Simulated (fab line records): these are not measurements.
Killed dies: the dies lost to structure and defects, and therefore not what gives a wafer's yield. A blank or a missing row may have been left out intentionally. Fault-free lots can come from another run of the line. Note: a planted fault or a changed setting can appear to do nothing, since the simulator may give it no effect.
The same fault as seen by 2 desks ; flow sfqLine ; only its own numbers are on each desk; what lay behind them is given at the end

AT THE METROLOGY DESK
What the gauges read, lot by lot, whatever tool the lot ran on: means of the sampled wafers that have a number. The brackets show how far a lot's mean lies from the usual mean; more than 4 standard deviations puts the lot out of limits, marked OUT.
Columns: A = M1_OVL at SFQ_M1_OVL_MEAS_911, usual -3 nm
lot;first seen here;A
L232;day 17 04:12;-13
L233;day 17 15:00;4
L234;day 18 00:36;3
L235;day 18 06:35;-2
L236;day 18 18:36;4
L238;day 20 03:00;2
L239;day 20 17:25;-9
L242;day 22 22:02;3
L243;day 23 07:38;-4
L247;day 24 08:40;3
L249;day 25 01:26;0
L253;day 26 14:48;-2
L254;day 27 02:48;4
L255;day 27 11:12;-5
Result from this desk: across the 14 lots, nothing is out of limits.

FOR THE TOOL OWNER'S DESK: rieMetal-03
The tool's own readings at SFQ_TRILAYER_L0_BARC_OPEN_METAL_ETCH_010 (etches BARC in O2, target depth 125 nm, time 41.7 s): means of the sampled wafers that have a number, for each lot that ran on this tool. The brackets show how far a lot's mean lies from the usual mean; more than 4 standard deviations puts the lot out of limits, marked OUT.
Columns: A = biasW at SFQ_TRILAYER_L0_BARC_OPEN_METAL_ETCH_010, usual 80.03 W; B = drypumpMotorCurrentA at SFQ_TRILAYER_L0_BARC_OPEN_METAL_ETCH_010, usual 5.3 A; C = heBacksideLeakSccm at SFQ_TRILAYER_L0_BARC_OPEN_METAL_ETCH_010, usual 3.49 sccm; D = oesProductAu at SFQ_TRILAYER_L0_BARC_OPEN_METAL_ETCH_010, usual 0.685 a.u.; E = runLengthS at SFQ_TRILAYER_L0_BARC_OPEN_METAL_ETCH_010, usual 69.7 s
lot;first seen here;A;B;C;D;E
L233;day 2 16:52;80.37;4.7;3.67;0.686;69.5
L238;day 3 22:23;80.02;5.4;3.48;0.684;69.5
L239;day 4 04:25;80.08;5.4;3.60;0.652 (-7.1) OUT;74.0 (+6.4) OUT
L242;day 4 21:19;80.16;5.1;3.66;0.652 (-7.2) OUT;74.3 (+6.9) OUT
L255;day 7 10:02;80.01;5.1;3.46;0.682;69.5
Finding of this desk: L239, L242 out of limits; the first was L239 at day 4 04:25, on oesProductAu at SFQ_TRILAYER_L0_BARC_OPEN_METAL_ETCH_010. L233, L238, L255 stayed within limits.

PUT TOGETHER
On L239, L242, at day 4 04:25, an alarm was possible from the tool owner's desk.
At the metrology desk, nothing out of limits was observed.
The metrology desk holds a record of L239, L242, inside its limits.
SFQ_TRILAYER_L0_BARC_OPEN_METAL_ETCH_010 was run on rieMetal-03 by each of the lots named.

WHAT HAD BEEN PUT IN BY THE SIMULATOR
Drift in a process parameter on rieMetal-03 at SFQ_TRILAYER_L0_BARC_OPEN_METAL_ETCH_010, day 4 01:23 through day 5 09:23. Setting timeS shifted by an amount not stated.
Lots struck among those shown: L239, L242.
Hours from the fault's start to each desk's first reading out of limits: the tool owner's desk, 3.
